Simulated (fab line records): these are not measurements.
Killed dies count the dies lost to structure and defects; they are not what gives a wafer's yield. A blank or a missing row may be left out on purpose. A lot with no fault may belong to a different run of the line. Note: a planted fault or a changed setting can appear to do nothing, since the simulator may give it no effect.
Matching of chambers + flow sky130 + SKY_FIELD_ISO_ETCH_15 on rie_diel-04 has 4 sister chambers
The step etches the open film in CHF3/O2, stops on Si, target depth 180 nm, time 72 s. 4 wafers are shown with their chamber, then 10 later ones without.

## WAFERS, EACH WITH ITS CHAMBER
| wafer  | chamber | drypump_motor_current_A (A) |
|--------|---------|-----------------------------|
| L090.4 | 2       | 6.2                         |
| L090.6 | 0       | 5.5                         |
| L092.1 | 3       | 5.9                         |
| L092.2 | 1       | 6.4                         |

## WAFERS WITHOUT THEIR CHAMBER
| wafer  | drypump_motor_current_A (A) |
|--------|-----------------------------|
| L092.5 | 6.2                         |
| L093.1 | 6.4                         |
| L093.3 | 5.5                         |
| L093.4 | 6.2                         |
| L095.2 | 5.5                         |
| L095.4 | 6.2                         |
| L095.6 | 6.1                         |
| L096.2 | 6.4                         |
| L096.3 | 5.9                         |
| L096.5 | 6.2                         |

## THE CHAMBER EACH PASSED THROUGH
| wafer  | from the rows above | in truth |
|--------|---------------------|----------|
| L092.5 | 2                   | 2        |
| L093.1 | 1                   | 1        |
| L093.3 | 0                   | 0        |
| L093.4 | 2                   | 2        |
| L095.2 | 0                   | 0        |
| L095.4 | 2                   | 2        |
| L095.6 | 2                   | 2        |
| L096.2 | 1                   | 1        |
| L096.3 | 3                   | 3        |
| L096.5 | 2                   | 2        |
Placed correctly: 10 of 10. Number that these rows cannot place: 0. Placed wrongly: 0.
How it was worked out, from the rows above alone: a wafer's distance from a chamber is the root of the sum, over the readings, of the square of ((its reading less the chamber's mean) divided by the reading's scatter). If the next closest chamber is less than 2 further off than the closest, the wafer can't be placed; otherwise it belongs to the closest. The mean given for a chamber averages the wafers shown for that chamber. The scatter: with one shown wafer a chamber, the root of the mean of the squares of how far each hidden wafer lies from its nearest shown one.
